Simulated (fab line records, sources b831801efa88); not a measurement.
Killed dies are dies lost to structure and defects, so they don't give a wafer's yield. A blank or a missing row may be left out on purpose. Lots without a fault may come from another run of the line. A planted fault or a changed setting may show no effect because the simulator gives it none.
fab line records | flow gf180mcu
record lots=13 wafers=39 last_day=34
route steps=602 shown STI@15 LVPWELL@62 CONTACT@288
lots that met no fault: from a run of the same line without faults
start_h: hours from the record's first day to the start of the lot's first wafer shown | wait_h: hours since the lot's step before | " the same as in the row above | L1.1+2: a row that stands for several wafers | - no value, or no start given | * or withheld: withheld | < > ~ a bound
route shown NAME@n: a module of which the file shows steps, and the number in the route of the first | usual: mean/standard deviation of fault-free wafers | same: alike in all rows | chamber/n: place in a boat | sites: the reading at each site | _std_site: their standard deviation | _edge_site: outer sites' mean less inner sites' | radius_mm: how far each site lies from the wafer's centre | mask NAME#n: copy n | behind: the tool/chamber that last shaped the wafer | hold: why the lot was held/for how many hours/how that ended | device: the transistor (n, p or np) that didn't switch | end of line: the same wafers' tests at the end of the route | a step without rows: its recipe alone | killed: dies lost to structure and defects at the first sort, not the wafer's yield | map: a wafer's dies, x killed, . not, _ none there
set.NAME: the setting as run; set.NAME@STEP: as run at that earlier step | model.NAME: the simulator's own value behind a step, which no gauge read
steps of the route over a sample of lots; a table a step, a row a wafer
services: from which hour (start_h, from the record's first day; less than 0 if before it) a tool's chamber was out of use, for how many hours, and why
## steps
# step GF_STI_ETCH_14
# recipe target=Si chemistry=HBr/Cl2/O2 target_depth_nm=360 icp_w=600 bias_w=150 pressure_mtorr=15 HBr_flow_sccm=150 Cl2_flow_sccm=40 O2_flow_sccm=6 time_s=102.9
# usual bias_w=150.0/0.4 drypump_motor_current_A=5.8/0.46 oes_product_au=0.996/0.012 throttle_valve_pct=25.660/0.012
# columns lot.wafer tool chamber start_h wait_h bias_w drypump_motor_current_A oes_product_au rf_hours_counter_h throttle_valve_pct
L956.2 rie_si-01 3 30.36 0.0 150.3 5.2 0.982 119 25.677
L956.5 " 0 " " 150.3 6.2 1.004 - 25.644
L956.6 " 1 " " 150.5 6.0 1.000 - 25.666
L957.2 rie_si-02 2 35.81 0.0 149.5 5.7 1.010 159 25.671
L957.3 " 0 " " 150.3 5.5 0.991 46 25.655
L957.6 " 2 " " 150.1 5.7 1.011 - 25.646
L960.1 rie_si-01 2 54.09 0.0 149.7 6.3 0.995 78 25.665
L960.2 " 1 " " 149.9 6.0 1.003 44 25.665
L960.5 " 0 " " 149.9 6.2 1.004 - 25.663
L962.1 rie_si-02 1 61.59 0.0 149.6 4.9 0.979 2 25.681
L962.2 " 0 " " 150.1 5.5 0.984 46 25.687
L962.3 " 3 " " 149.2 6.0 1.002 14 25.648
L963.1 rie_si-01 3 67.18 0.0 150.0 5.2 0.980 120 25.679
L963.4 " 2 " " 150.0 6.3 0.989 78 25.657
L963.6 " 0 " " 150.2 6.2 0.998 - 25.651
L965.1 rie_si-01 1 82.93 0.0 149.8 6.0 1.006 44 25.659
L965.3 " 3 " " 149.6 5.1 0.975 120 25.683
L965.5 " 0 " " 150.2 6.2 1.005 - 25.646
L966.1 rie_si-02 3 83.16 0.0 148.9 6.0 1.013 14 25.639
L966.3 " 1 " " 150.1 4.9 0.995 2 25.670
L966.4 " 2 " " 149.9 5.7 1.016 0 25.635
L967.1 rie_si-02 0 89.04 0.0 149.8 5.5 0.986 46 25.657
L967.4 " 1 " " 150.0 4.9 0.978 2 25.674
L967.5 " 2 " " 150.1 5.7 1.014 - 25.651
L968.1 rie_si-01 1 91.78 0.0 149.3 6.0 0.987 44 25.684
L968.3 " 0 " " 149.5 6.2 1.001 130 25.642
L968.4 " 2 " " 150.0 6.3 0.982 79 25.663
L973.2 rie_si-01 2 117.58 0.0 150.3 6.3 0.990 79 25.661
L973.3 " 0 " " 150.0 6.2 1.009 130 25.662
L973.6 " 0 " " 150.1 6.2 1.006 - 25.649
L975.2 rie_si-02 0 130.09 0.0 150.0 5.5 0.981 47 25.659
L975.3 " 2 " " 150.1 5.7 1.009 0 25.648
L975.6 " 1 " " 149.8 4.9 0.982 - 25.674
L976.1 rie_si-02 0 135.23 0.0 149.6 5.5 0.990 47 25.674
L976.3 " 1 " " 149.2 4.9 0.986 2 25.652
L976.4 " 3 " " 149.5 6.0 0.994 15 25.651
L978.1 rie_si-01 3 143.81 0.0 150.5 5.1 0.985 120 25.678
L978.5 " 1 " " 150.2 6.0 1.000 - 25.665
L978.6 " 2 " " 150.1 6.3 1.012 - 25.658
# step GF_LVPWELL_IMPLANT_08
# recipe species=B energy_kev=170 dose_cm2=1.5e+13 tilt_deg=0
# usual beam_energy_keV=170.00/0.054 tilt_deg=0.005/0.019
# columns lot.wafer tool chamber start_h wait_h beam_energy_keV tilt_deg
L956.2 implanter-04 0 81.25 0.0 169.88 -0.006
L956.5 " 0 " " 169.98 -0.006
L956.6 " 0 " " 169.99 -0.009
L957.2 implanter-01 0 82.39 0.0 170.05 0.021
L957.3 " 0 " " 169.97 0.017
L957.6 " 0 " " 170.01 0.013
L960.1 implanter-01 0 110.22 0.0 170.02 -0.023
L960.2 " 0 " " 170.03 -0.037
L960.5 " 0 " " 170.02 -0.025
L962.1 implanter-01 0 113.87 0.0 170.06 0.018
L962.2 " 0 " " 170.08 -0.025
L962.3 " 0 " " 170.12 0.002
L963.1 implanter-04 0 116.47 0.0 170.03 0.003
L963.4 " 0 " " 170.04 0.003
L963.6 " 0 " " 170.02 -0.023
L965.1 implanter-04 0 129.57 0.0 170.06 0.032
L965.3 " 0 " " 170.04 0.014
L965.5 " 0 " " 170.05 0.015
L966.1 implanter-01 0 130.77 0.0 169.99 0.009
L966.3 " 0 " " 169.95 0.035
L966.4 " 0 " " 169.89 0.020
L967.1 implanter-03 0 135.96 0.0 169.97 0.022
L967.4 " 0 " " 170.05 0.029
L967.5 " 0 " " 169.97 0.030
L968.1 implanter-01 0 139.27 0.0 170.04 0.032
L968.3 " 0 " " 170.06 0.021
L968.4 " 0 " " 170.06 -0.004
L973.2 implanter-04 0 168.19 0.0 208.11 -0.007
L973.3 " 0 " " 208.12 -0.023
L973.6 " 0 " " 208.18 -0.022
L975.2 implanter-04 0 187.64 0.0 208.15 0.021
L975.3 " 0 " " 208.11 -0.020
L975.6 " 0 " " 208.16 0.018
L976.1 implanter-01 0 197.21 0.0 170.00 0.017
L976.3 " 0 " " 170.05 -0.022
L976.4 " 0 " " 170.04 0.003
L978.1 implanter-01 0 201.47 0.0 170.02 0.016
L978.5 " 0 " " 170.09 -0.013
L978.6 " 0 " " 170.05 0.001
# step GF_VT_IMPLANT_RS_MEAS_48
# recipe thk_meas_gauge=four-point-probe
# usual LVPWELL_RS=1196.3/2.4
# columns lot.wafer tool chamber start_h wait_h LVPWELL_RS[ohm/sq]
L956.2 film_metro-02 - 172.22 0.1 1196.0
L956.5 " - " " 1196.8
L956.6 " - " " 1198.5
L957.2 film_metro-03 - 173.15 0.1 1198.1
L957.3 " - " " 1196.4
L957.6 " - " " 1196.3
L960.1 film_metro-01 - 204.52 0.1 1198.0
L960.2 " - " " 1196.6
L960.5 " - " " 1194.0
L962.1 film_metro-02 - 209.00 0.1 1199.0
L962.2 " - " " 1199.3
L962.3 " - " " 1197.5
L963.1 film_metro-02 - 212.15 0.1 1200.1
L963.4 " - " " 1198.1
L963.6 " - " " 1197.9
L965.1 film_metro-03 - 228.63 0.1 1194.7
L965.3 " - " " 1195.3
L965.5 " - " " 1196.0
L966.1 film_metro-01 - 230.42 0.1 1199.7
L966.3 " - " " 1199.5
L966.4 " - " " 1200.1
L967.1 film_metro-02 - 236.19 0.1 1196.6
L967.4 " - " " 1196.3
L967.5 " - " " 1197.2
L968.1 film_metro-01 - 239.92 0.1 1202.4
L968.3 " - " " 1195.7
L968.4 " - " " 1200.6
L973.2 film_metro-01 - 275.83 0.1 1148.8
L973.3 " - " " 1151.0
L973.6 " - " " 1150.9
L975.2 film_metro-03 - 297.44 0.1 1152.2
L975.3 " - " " 1151.3
L975.6 " - " " 1149.5
L976.1 film_metro-03 - 309.16 0.1 1195.4
L976.3 " - " " 1196.8
L976.4 " - " " 1197.4
L978.1 film_metro-03 - 314.92 0.1 1191.0
L978.5 " - " " 1191.8
L978.6 " - " " 1191.9
# step GF_CONTACT_THK_MEAS_01
# recipe reads=SiO2_of_CONTACT_CVD_00
# usual CONTACT_CVD_00_THK=299/3.8
# columns lot.wafer tool chamber start_h wait_h CONTACT_CVD_00_THK[nm]
L956.2 film_metro-03 - 351.28 0.0 299
L956.5 " - " " 303
L956.6 " - " " 295
L957.2 film_metro-03 - 351.86 0.0 302
L957.3 " - " " 303
L957.6 " - " " 306
L960.1 film_metro-01 - 397.30 0.0 304
L960.2 " - " " 301
L960.5 " - " " 307
L962.1 film_metro-02 - 402.35 0.0 297
L962.2 " - " " 296
L962.3 " - " " 299
L963.1 film_metro-02 - 406.56 0.0 297
L963.4 " - " " 296
L963.6 " - " " 297
L966.1 film_metro-01 - 431.89 0.0 296
L966.3 " - " " 301
L966.4 " - " " 298
L965.1 film_metro-03 - 434.03 0.0 301
L965.3 " - " " 299
L965.5 " - " " 299
L967.1 film_metro-01 - 440.61 0.0 296
L967.4 " - " " 297
L967.5 " - " " 295
L968.1 film_metro-02 - 443.43 0.0 300
L968.3 " - " " 297
L968.4 " - " " 295
L973.2 film_metro-01 - 503.16 0.0 304
L973.3 " - " " 307
L973.6 " - " " 298
L975.2 film_metro-02 - 525.37 0.0 304
L975.3 " - " " 301
L975.6 " - " " 300
L976.1 film_metro-03 - 531.20 0.0 299
L976.3 " - " " 298
L976.4 " - " " 300
L978.1 film_metro-02 - 540.89 0.0 293
L978.5 " - " " 298
L978.6 " - " " 297
# step GF_CONTACT_CVD_24
# recipe material=W target_thk_nm=300 time_s=90.339 temp_c=400 pressure_torr=40
# usual heater_power_outer_w=523/46 heater_power_w=848/91
# columns lot.wafer tool chamber start_h wait_h heater_power_outer_w heater_power_w since_wet_clean_h
L956.2 cvd_w-01 1 374.04 0.0 506 822 984
L956.5 " 1 " " 503 819 -
L956.6 " 0 " " 638 1047 -
L957.2 cvd_w-01 1 375.55 0.0 504 822 986
L957.3 " 1 " " 518 810 -
L957.6 " 0 " " 630 1066 -
L960.1 cvd_w-02 0 421.85 0.0 473 755 518
L960.2 " 1 " " 499 830 518
L960.5 " 1 " " 523 819 -
L962.1 cvd_w-02 1 427.53 0.0 518 798 524
L962.2 " 0 " " 474 758 524
L962.3 " 0 " " 483 774 -
L963.1 cvd_w-02 1 432.03 0.0 513 813 528
L963.4 " 1 " " 518 823 -
L963.6 " 0 " " 475 771 -
L966.1 cvd_w-02 0 457.97 0.0 473 746 554
L966.3 " 0 " " 481 742 -
L966.4 " 0 " " 489 756 -
L965.1 cvd_w-01 0 459.52 0.0 566 948 56
L965.3 " 0 " " 591 929 -
L965.5 " 0 " " 578 949 -
L967.1 cvd_w-01 0 466.54 0.0 572 954 63
L967.4 " 1 " " 499 790 -
L967.5 " 0 " " 583 953 -
L968.1 cvd_w-01 0 468.62 0.0 565 970 65
L968.3 " 1 " " 496 755 -
L968.4 " 0 " " 574 950 -
L973.2 cvd_w-01 0 527.85 0.0 581 984 124
L973.3 " 1 " " 507 791 -
L973.6 " 0 " " 568 963 -
L975.2 cvd_w-01 0 549.85 0.0 575 954 146
L975.3 " 0 " " 562 986 -
L975.6 " 0 " " 584 970 -
L976.1 cvd_w-01 1 555.39 0.0 494 803 151
L976.3 " 0 " " 587 940 -
L976.4 " 1 " " 504 785 -
L978.1 cvd_w-02 1 563.64 0.0 503 810 660
L978.5 " 1 " " 514 842 -
L978.6 " 0 " " 478 766 -
## services
# columns tool chamber start_h hours kind
rie_si-02 - 36.88 0.8 repair
rie_si-01 - 37.96 2.8 pm
rie_si-02 2 107.49 8.5 repair
implanter-01 - 114.24 13.3 pm
cvd_w-01 0 115.10 8.1 repair
cvd_w-01 1 168.31 4.8 repair
rie_si-02 2 168.83 3.7 repair
implanter-01 - 187.27 5.3 pm
cvd_w-01 1 199.47 19.9 repair
cvd_w-01 0 224.96 7.6 repair
implanter-01 - 227.37 10.6 pm
rie_si-01 2 263.49 4.0 repair
cvd_w-01 1 290.82 5.9 repair
implanter-01 - 299.58 3.1 repair
cvd_w-01 - 318.27 2.8 pm
implanter-01 - 345.75 5.2 repair
rie_si-01 0 364.61 4.5 repair
rie_si-01 2 368.88 8.8 repair
implanter-01 - 375.14 1.5 repair
cvd_w-01 - 390.00 14.0 pm
rie_si-02 3 423.95 3.7 repair
rie_si-02 - 429.15 0.3 repair
cvd_w-01 - 443.06 6.0 pm
implanter-01 - 475.45 1.0 repair
## key
first_sign step=GF_LVPWELL_IMPLANT_08 reading=beam_energy_keV direction=up sigmas=99+ usual=170.00 struck=208.14
effect step=GF_VT_IMPLANT_RS_MEAS_48 reading=LVPWELL_RS direction=down sigmas=19 usual=1196.3 struck=1150.6
met_at GF_LVPWELL_IMPLANT_08
struck_lots L973,L975
tester_left_out L973,L975
not_acting_at GF_STI_ETCH_14,GF_CONTACT_THK_MEAS_01,GF_CONTACT_CVD_24
onset_between 129.57 168.19
fault kind=process_parameter_drift tool=implanter-04 chamber=- onset_h=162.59 steps=GF_LVPWELL_IMPLANT_08 channel=energy_kev offset=38.13 shape=step end_h=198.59 acts_in=these_recipes_only stated=170
# tester_left_out: of these lots the tester's yield and bins aren't shown, on N5 and GAA mostly nor the transistor test; their killed dies are dies lost to structure and defects alone, not to doping, threshold or leakage, so they don't give the yield
